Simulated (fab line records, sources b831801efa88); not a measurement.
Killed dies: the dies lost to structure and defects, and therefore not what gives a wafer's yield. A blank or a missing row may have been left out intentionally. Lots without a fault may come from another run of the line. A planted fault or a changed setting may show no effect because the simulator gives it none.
Problem report in the 8D (eight disciplines) form, filled by code    flow gf180mcu    the parts of the form that need people (team, actions taken, sign-off) are left out

== 1. WHAT WENT WRONG ==
Mean of developer_temp_C at GF_M2_DEVELOP_13: 20.17 C across 6 wafers in 2 lots; on wafers with no fault it is 21.00 C (standard deviation 0.1). That puts it -8.3 standard deviations away from the usual mean.
The step: develop time 60 s.
The first sign was on wafer L754.1 at day 24 16:04, on litho_track-02. At this step, 39 wafers from 13 lots have a number in the record. Rule for "out", or "out of limits": more than 4 standard deviations from the usual mean. The other wafers with a number count as sound.

== 2. WHAT IT IS; WHAT IT IS NOT ==
question                     is                      is not
which readings at this step  developer_temp_C        -
which lots                   L754, L755              L740, L741, L742, L743, L744, L747, L748, L749, L751, L752, L760
which wafers of those lots   all that have a number  -
read on which tools          litho_track-02          litho_track-01, litho_track-03
when                         from day 24 16:04       up to then (30 sound wafers); but 3 sound wafers of L760 came after

== 3. SUSPECTS, AND WHAT RULES EACH OUT ==
Counting: any tool at a process step up to the reading is kept as a suspect provided that every lot that is out went through it and no sound lot did after the first of them.
- pvd_sputter-02 at GF_V1_SPUTTER_22 (material TiN, target thk 10 nm, time 40 s): kept. It processed each lot that is out, first L754 at day 23 17:23, and no sound lot thereafter; up to then, the last sound lot it processed was L751 at day 22 19:28.
- litho_track-02 at GF_M2_DEVELOP_13 (develop time 60 s): kept. It processed each lot that is out, first L754 at day 24 16:04, and no sound lot thereafter; up to then, the last sound lot it processed was L752 at day 24 01:52. Its own developer_temp_C readings are out on those wafers.
What counting leaves: pvd_sputter-02 at GF_V1_SPUTTER_22 and litho_track-02 at GF_M2_DEVELOP_13.

== 4. THE CAUSE (what the simulator had put in) ==
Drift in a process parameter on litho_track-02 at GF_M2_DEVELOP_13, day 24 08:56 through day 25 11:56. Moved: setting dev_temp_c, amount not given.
This tool is one of the 2 suspects left after counting.

== 5. SEQUENCE OF EFFECTS, ordered by route ==
Each row: a reading whose mean over the struck wafers that have a number lies more than 3 standard deviations from the usual. Readings are gone through only where the record gives a usual standard deviation; hours: the median, over the lots, of the time from a lot's start at the first step in this table giving one to that lot's start at this step; sigmas: the change measured in usual standard deviations.
hours  step              reading           usual    on struck wafers  change  sigmas
0      GF_M2_DEVELOP_13  developer_temp_C  21.00 C  20.17             -0.83   -8.3
It contains these process steps:
- GF_M2_DEVELOP_13: develop time 60 s.

== 6. WHAT WOULD HAVE CAUGHT IT SOONER ==
7 hours passed between the start of the fault at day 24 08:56 and the first reading out of limits in this record, taken at day 24 16:04.
